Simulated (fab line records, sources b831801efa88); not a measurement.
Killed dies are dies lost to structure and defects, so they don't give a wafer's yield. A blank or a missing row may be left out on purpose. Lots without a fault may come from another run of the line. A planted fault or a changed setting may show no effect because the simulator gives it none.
Chamber matching | flow gf180mcu | GF_V1_CVD_02 on pecvd-04: 3 sister chambers
The step deposits SiO2 from TEOS, target thk 850 nm, time 94.851 s. 6 wafers are shown with their chamber, then 8 later ones without.

WAFERS WITH THEIR CHAMBER
wafer  | chamber | heater_power_w (W)
L084.3 | 0       | 730
L084.4 | 2       | 605
L090.3 | 1       | 623
L090.4 | 1       | 656
L090.5 | 2       | 655
L094.1 | 0       | 630

WAFERS WITHOUT THEIR CHAMBER
wafer  | heater_power_w (W)
L094.4 | 613
L094.5 | 589
L096.1 | 613
L096.3 | 620
L096.6 | 580
L097.1 | 669
L097.2 | 656
L097.3 | 645

WHICH CHAMBER EACH WENT THROUGH
wafer  | from the rows above          | in truth
L094.4 | can't be placed: 2 or 1 or 0 | 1
L094.5 | can't be placed: 2 or 1 or 0 | 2
L096.1 | can't be placed: 2 or 1 or 0 | 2
L096.3 | can't be placed: 2 or 1 or 0 | 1
L096.6 | can't be placed: 2 or 1 or 0 | 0
L097.1 | can't be placed: 0 or 1 or 2 | 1
L097.2 | can't be placed: 1 or 0 or 2 | 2
L097.3 | can't be placed: 1 or 2 or 0 | 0
Placed correctly: 0 of 8. Can't be placed from these rows: 8 (the true chamber is among the candidates in 8). Placed wrongly: 0.
How it was worked out, from the rows above alone: a wafer's distance from a chamber is the root of the sum, over the readings, of the square of ((its reading less the chamber's mean) divided by the reading's scatter). The wafer belongs to the nearest chamber; if the next one is less than 2 further off, it can't be placed. A chamber's mean is the mean of its shown wafers. The scatter: the root of (the sum of the squares of (reading less its chamber's mean) over the shown wafers, divided by (wafers less chambers)).
